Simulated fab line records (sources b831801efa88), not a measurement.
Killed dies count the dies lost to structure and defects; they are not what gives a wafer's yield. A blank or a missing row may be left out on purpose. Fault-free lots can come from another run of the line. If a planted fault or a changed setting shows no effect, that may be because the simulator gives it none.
Problem report in the 8D (eight disciplines) form, filled by code	flow sky130	the parts of the form that need people (team, actions taken, sign-off) are left out

## 1. PROBLEM STATEMENT
Wafers without a fault read 379.2 nm, standard deviation 2.1; cdNm at SKY_VT_ADJUST_NCORE_CD_MEAS_07 reads a mean of 393.2 nm on 6 wafers belonging to 2 lots. That puts it +6.7 standard deviations away from the usual mean.
The step: target cd 380 nm.
The first sign was on wafer L623.1 at day 13 04:23, on cdSem-01. At this step, 36 wafers from 12 lots have a number in the record. Rule for "out" (also "out of limits"): further than 4 standard deviations from the usual mean. Any other wafer with a number is counted as sound.

## 2. WHAT IT IS AND WHAT IT IS NOT
question	is	is not
which readings at this step	cdNm	-
which lots	L623, L630	L609, L610, L612, L615, L616, L621, L622, L625, L629, L632
which wafers of those lots	all that have a number	-
read on which gauges	cdSem-01, cdSem-02	-
when	from day 13 04:23	up to then (21 sound wafers); but 9 sound wafers of L625, L629, L632 came after

## 3. THE SUSPECTS, EACH WITH WHAT RULES IT OUT
Counting: any tool at a process step up to the reading is kept as a suspect provided that every lot that is out went through it and no sound lot did after the first of them.
- the gauge at SKY_VT_ADJUST_NCORE_CD_MEAS_07: ruled out. 2 gauges (cdSem-01, cdSem-02) read the wafers that are out.
- ilineStepper-01 at SKY_VT_ADJUST_NCORE_EXPOSE_04 (exposes mask LVTN COMPLEMENT THIN, target cd 380 nm): kept. Every lot that is out went through it, starting with L623 (day 12 16:10), and after that it ran no sound lot; the last sound lot it ran before then is L615 (day 10 02:31). Its own readings are out on those wafers: exposureDoseMJCm2.
Left after counting: ilineStepper-01 at SKY_VT_ADJUST_NCORE_EXPOSE_04.

## 4. THE CAUSE (what the simulator had put in)
Drift in process parameters on ilineStepper-01 at SKY_VT_ADJUST_NCORE_EXPOSE_04, starting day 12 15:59. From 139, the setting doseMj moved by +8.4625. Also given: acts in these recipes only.
Only this tool survived the counting.

## 5. SEQUENCE OF EFFECTS, ordered by route
One row per reading whose mean, taken over the struck wafers that have a number, lies over 3 standard deviations from the usual. Scope: only readings with a usual standard deviation given in the record; hours: median across lots of the time from each lot's start at the first step in this table that gives one to its start at this step; sigmas: change in usual standard deviations.
hours	step	reading	usual	on struck wafers	change	sigmas
0	SKY_VT_ADJUST_NCORE_EXPOSE_04	exposureDoseMJCm2	139.01	146.69	+7.68	+55
12	SKY_VT_ADJUST_NCORE_CD_MEAS_07	cdNm	379.2 nm	393.2	+14.0	+6.7
Its process steps:
- SKY_VT_ADJUST_NCORE_EXPOSE_04: exposes mask LVTN COMPLEMENT THIN, target cd 380 nm.
Later measuring or inspecting steps at which every struck wafer that the step has a row for has a number for every such reading, and none has moved that far: SKY_VT_ADJUST_HVTR_CD_MEAS_07.

## 6. WHAT WOULD HAVE CAUGHT IT SOONER
12 hours passed between the start of the fault at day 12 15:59 and the first reading out of limits at a measuring or inspecting step in this record, taken at day 13 04:23.
The tool's own readings at SKY_VT_ADJUST_NCORE_EXPOSE_04 were out on every struck wafer that the step has a row for (exposureDoseMJCm2): an alarm limit on them would have fired on the first of those.
L630, from the lots that are out (2), started SKY_VT_ADJUST_NCORE_EXPOSE_04 on ilineStepper-01 later than day 13 04:23. Holding the tool at that time would have saved it.
